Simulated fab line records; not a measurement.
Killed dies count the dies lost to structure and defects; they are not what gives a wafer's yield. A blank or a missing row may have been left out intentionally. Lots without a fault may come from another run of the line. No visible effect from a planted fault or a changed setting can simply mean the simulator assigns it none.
Which tool is to blame? | flow gf180mcu | route of 602 steps, sampled at 1 step: 6 lots, 18 wafers

== WHAT THE GAUGES SHOWED, per wafer ==
GF_V4_CD_MEAS_14: target cd 260 nm.
lot  | measured     | on       | cdNm (nm)
L581 | day 26 21:07 | cdSem-02 | 257.9 256.3 259.2
L584 | day 27 20:55 | cdSem-02 | 261.5 260.9 260.4
L587 | day 28 12:57 | cdSem-01 | 260.4 259.2 259.8
L592 | day 29 23:13 | cdSem-02 | 260.4 260.8 260.8
L596 | day 30 21:01 | cdSem-01 | 262.2 262.1 261.6
L597 | day 31 00:40 | cdSem-01 | 259.6 259.5 259.4

== WHAT TOOL EACH LOT RAN ON (gives the tool, then ch and the chambers of the sampled wafers, and finally the start) ==
Before these readings, the record contains no process step.

== THE ANSWER, worked out from the rows above alone ==
Rule: the usual values come from the lots themselves. The widest of any qualifying gaps counts: lots, ordered by their means at a reading, are off when they make up no more than a third of the lots, leave a main group of 4 or more, and stand apart from it by 3 or more times the standard deviation of that group's means. The tables above print the reading to a certain number of digits; a main group whose means all agree to those digits is not used. Also off: a lot with no number at a reading for which 4 or more lots have one. The other lots that the step has rows for count as sound.
No lot is off on any of the readings shown, so nothing can be concluded from this.

== WHAT HAD BEEN PUT IN BY THE SIMULATOR ==
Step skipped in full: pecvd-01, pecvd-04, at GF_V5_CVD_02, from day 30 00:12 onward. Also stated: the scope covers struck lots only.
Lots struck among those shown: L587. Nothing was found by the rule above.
